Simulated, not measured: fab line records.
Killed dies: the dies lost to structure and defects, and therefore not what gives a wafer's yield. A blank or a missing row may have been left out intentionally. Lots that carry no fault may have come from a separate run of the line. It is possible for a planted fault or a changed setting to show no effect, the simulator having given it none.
Lot-split experiment | flow sky130 | 23 wafers read across 5 lots, on a route 708 steps long

## SPLIT DETAILS
At SKY_LDD_P_DEVELOP_06 (develop time 60 s), the setting develop_time_s was moved away from the recipe's 60 s on 10 of the 23 wafers read, by -14.7% to +14.4%. For the rest of the wafers, this setting stayed at what the recipe calls for.

There is no step in the file separating the split from the reading.

## THE READING
At SKY_LDD_P_CD_MEAS_07: cd_nm in nanometres, against a target cd of 380 nm. Typical for fault-free wafers on this fab line: 380.2 nm, with standard deviation 2.9 nm.

wafer  | tool, chamber at the split | develop_time_s as run, s | against the recipe | cd_nm, nm | against lot-mates on the recipe
L075.1 | litho_track-02, 0          | 68.62                    | +14.4%             | 391.1     | +10.0
L075.2 | litho_track-02, 0          | 60                       | recipe             | 381.5     | -
L075.3 | litho_track-02, 0          | 60                       | recipe             | 380.3     | -
L075.4 | litho_track-02, 0          | 68.62                    | +14.4%             | 394.4     | +13.3
L075.6 | litho_track-02, 0          | 60                       | recipe             | 381.4     | -
L078.1 | litho_track-04, 0          | 54.04                    | -9.9%              | 372.6     | -9.3
L078.2 | litho_track-04, 0          | 54.04                    | -9.9%              | 372.0     | -9.9
L078.3 | litho_track-04, 0          | 60                       | recipe             | 382.0     | -
L078.4 | litho_track-04, 0          | 60                       | recipe             | 381.8     | -
L078.6 | litho_track-04, 0          | 54.04                    | -9.9%              | 373.6     | -8.3
L079.2 | litho_track-04, 0          | 51.17                    | -14.7%             | 365.9     | -17.7
L079.3 | litho_track-04, 0          | 51.17                    | -14.7%             | 368.6     | -14.9
L079.4 | litho_track-04, 0          | 51.17                    | -14.7%             | 367.4     | -16.2
L079.5 | litho_track-04, 0          | 60                       | recipe             | 383.3     | -
L079.6 | litho_track-04, 0          | 60                       | recipe             | 383.8     | -
L080.1 | litho_track-04, 0          | 60                       | recipe             | 377.5     | -
L080.5 | litho_track-04, 0          | 60                       | recipe             | 375.5     | -
L080.6 | litho_track-04, 0          | 60                       | recipe             | 378.9     | -
L081.1 | litho_track-02, 0          | 60                       | recipe             | 387.1     | -
L081.2 | litho_track-02, 0          | 66.63                    | +11.0%             | 397.3     | +10.5
L081.4 | litho_track-02, 0          | 66.63                    | +11.0%             | 396.0     | +9.2
L081.5 | litho_track-02, 0          | 60                       | recipe             | 386.1     | -
L081.6 | litho_track-02, 0          | 60                       | recipe             | 387.1     | -

FIT RESULTS
A straight line over all 23 wafers: cd_nm changes by +0.973 nm for each +1% of develop_time_s; r = +0.94; the points scatter about the line by 3.2 nm.
The same after taking each lot's own level away (the mean of its wafers on the recipe; 23 wafers): +0.957 nm for each +1%; r = +0.99; scatter 1.3 nm.
According to that fit, moving develop_time_s by its largest amount changes the reading by 14 nm.
Across the lots, their own levels run from 377.30 to 386.77 nm, a range of 3.3 times the standard deviation given above.
The two slopes are in agreement: the lot-to-lot level therefore moves the slope only a little.
Check: with one of the wafers moved furthest among these (-14.7%) left out of the fit, the line predicts -14 nm for it against its lot-mates. Against them it came out at -17.7 nm.

## ADDITIONAL SPLITS CARRIED BY THESE WAFERS
These wafers also went through other splits before the reading. Each is held against what the fit with the lots' levels taken away leaves over:
other split on the same wafers          | wafers away from the commonest value | r with cd_nm (lot level and that fit taken away)
SKY_VT_ADJUST_PCH_IMPLANT_08 energy_kev | 4                                    | -0.15
SKY_SONOS_TUNNEL_IMPLANT_09 energy_kev  | 5                                    | +0.13
SKY_SONOS_ONO_CVD_02 time_s             | 15                                   | -0.39
SKY_SONOS_ONO_EXPOSE_10 dose_mj         | 9                                    | -0.05
SKY_GATE_OXIDE_OXIDATION_16 ox_time_s   | 15                                   | +0.11
SKY_POLY_GATE_COAT_07 resist_thk_nm     | 8                                    | -0.21
SKY_POLY_GATE_OXIDATION_20 temp_c       | 18                                   | -0.26
SKY_LDD_N_IMPLANT_08 energy_kev         | 11                                   | +0.25
SKY_LDD_N_IMPLANT_15 energy_kev         | 10                                   | -0.13

## FILE'S OWN FIT
cd_nm changes by +0.943 nm for each +1% of develop_time_s, r = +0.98.
